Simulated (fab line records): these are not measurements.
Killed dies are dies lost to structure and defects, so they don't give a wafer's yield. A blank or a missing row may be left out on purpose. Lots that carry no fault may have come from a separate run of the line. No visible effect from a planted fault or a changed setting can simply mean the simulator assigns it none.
Matching of chambers || flow gf180mcu || GF_V1_CMP_26 on cmp-01 has 4 sister chambers
The step polishes, stops on SiO2, t overpolish 15 s, target thk 0 nm. 16 wafers are shown with their chamber, then 8 later ones without.

== EACH WAFER AND ITS CHAMBER ==
{"wafer": "L945.3", "chamber": 0, "motor-current-A (A)": 10.0, "time-to-endpoint-s (s)": 85, "head-pressure-psi (psi)": 3.510}
{"wafer": "L945.5", "chamber": 2, "motor-current-A (A)": 11.7, "time-to-endpoint-s (s)": 82, "head-pressure-psi (psi)": 3.501}
{"wafer": "L945.6", "chamber": 1, "motor-current-A (A)": 9.4, "time-to-endpoint-s (s)": 85, "head-pressure-psi (psi)": 3.493}
{"wafer": "L946.1", "chamber": 1, "motor-current-A (A)": 9.8, "time-to-endpoint-s (s)": 86, "head-pressure-psi (psi)": 3.499}
{"wafer": "L946.5", "chamber": 2, "motor-current-A (A)": 12.6, "time-to-endpoint-s (s)": 83, "head-pressure-psi (psi)": 3.497}
{"wafer": "L946.6", "chamber": 1, "motor-current-A (A)": 9.4, "time-to-endpoint-s (s)": 84, "head-pressure-psi (psi)": 3.496}
{"wafer": "L951.2", "chamber": 3, "motor-current-A (A)": 13.3, "time-to-endpoint-s (s)": 87, "head-pressure-psi (psi)": 3.496}
{"wafer": "L951.3", "chamber": 2, "motor-current-A (A)": 12.9, "time-to-endpoint-s (s)": 81, "head-pressure-psi (psi)": 3.505}
{"wafer": "L951.4", "chamber": 1, "motor-current-A (A)": 9.9, "time-to-endpoint-s (s)": 85, "head-pressure-psi (psi)": 3.495}
{"wafer": "L955.3", "chamber": 2, "motor-current-A (A)": 13.0, "time-to-endpoint-s (s)": 81, "head-pressure-psi (psi)": 3.486}
{"wafer": "L955.5", "chamber": 3, "motor-current-A (A)": 13.0, "time-to-endpoint-s (s)": 89, "head-pressure-psi (psi)": 3.503}
{"wafer": "L955.6", "chamber": 2, "motor-current-A (A)": 12.1, "time-to-endpoint-s (s)": 82, "head-pressure-psi (psi)": 3.499}
{"wafer": "L957.4", "chamber": 2, "motor-current-A (A)": 13.0, "time-to-endpoint-s (s)": 84, "head-pressure-psi (psi)": 3.493}
{"wafer": "L957.5", "chamber": 1, "motor-current-A (A)": 9.6, "time-to-endpoint-s (s)": 87, "head-pressure-psi (psi)": 3.504}
{"wafer": "L957.6", "chamber": 2, "motor-current-A (A)": 13.1, "time-to-endpoint-s (s)": 84, "head-pressure-psi (psi)": 3.496}
{"wafer": "L962.1", "chamber": 1, "motor-current-A (A)": 9.9, "time-to-endpoint-s (s)": 87, "head-pressure-psi (psi)": 3.487}

SIGNATURES, as means of the wafers listed above
{"reading": "motor-current-A", "chamber 0": 10.000, "chamber 1": 9.667, "chamber 2": 12.629, "chamber 3": 13.150, "scatter within a chamber": 0.412}
{"reading": "time-to-endpoint-s", "chamber 0": 85.00, "chamber 1": 85.67, "chamber 2": 82.43, "chamber 3": 88.00, "scatter within a chamber": 1.26}
{"reading": "head-pressure-psi", "chamber 0": 3.51000, "chamber 1": 3.49567, "chamber 2": 3.49671, "chamber 3": 3.49950, "scatter within a chamber": 0.00584}
Rule: a wafer's distance from a chamber is the root of the sum, over the readings, of the square of ((its reading less the chamber's mean) divided by the reading's scatter). The wafer belongs to the nearest chamber; if the next one is less than 2 further off, it can't be placed. The scatter is the square root of a quotient: the sum, over the shown wafers, of each reading's squared deviation from its chamber's mean, divided by wafers minus chambers.

== WAFERS WITHOUT THEIR CHAMBER ==
{"wafer": "L962.2", "motor-current-A (A)": 12.8, "time-to-endpoint-s (s)": 85, "head-pressure-psi (psi)": 3.510}
{"wafer": "L962.5", "motor-current-A (A)": 10.2, "time-to-endpoint-s (s)": 88, "head-pressure-psi (psi)": 3.485}
{"wafer": "L966.1", "motor-current-A (A)": 12.9, "time-to-endpoint-s (s)": 83, "head-pressure-psi (psi)": 3.501}
{"wafer": "L966.4", "motor-current-A (A)": 10.0, "time-to-endpoint-s (s)": 89, "head-pressure-psi (psi)": 3.505}
{"wafer": "L966.5", "motor-current-A (A)": 13.4, "time-to-endpoint-s (s)": 85, "head-pressure-psi (psi)": 3.494}
{"wafer": "L967.1", "motor-current-A (A)": 12.6, "time-to-endpoint-s (s)": 92, "head-pressure-psi (psi)": 3.499}
{"wafer": "L967.2", "motor-current-A (A)": 9.3, "time-to-endpoint-s (s)": 90, "head-pressure-psi (psi)": 3.497}
{"wafer": "L967.6", "motor-current-A (A)": 9.4, "time-to-endpoint-s (s)": 91, "head-pressure-psi (psi)": 3.497}

== EACH ONE'S CHAMBER ==
{"wafer": "L962.2", "from the rows above": "can't be placed: 2 or 3", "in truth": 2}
{"wafer": "L962.5", "from the rows above": 1, "in truth": 1}
{"wafer": "L966.1", "from the rows above": 2, "in truth": 2}
{"wafer": "L966.4", "from the rows above": "can't be placed: 1 or 0", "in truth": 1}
{"wafer": "L966.5", "from the rows above": "can't be placed: 3 or 2", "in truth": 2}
{"wafer": "L967.1", "from the rows above": 3, "in truth": 3}
{"wafer": "L967.2", "from the rows above": "can't be placed: 1 or 0", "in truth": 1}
{"wafer": "L967.6", "from the rows above": "can't be placed: 1 or 0", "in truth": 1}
Correct placement for 3 of the 8. Can't be placed from these rows: 5 (the true chamber is among the candidates in 5). Wrongly placed: 0.
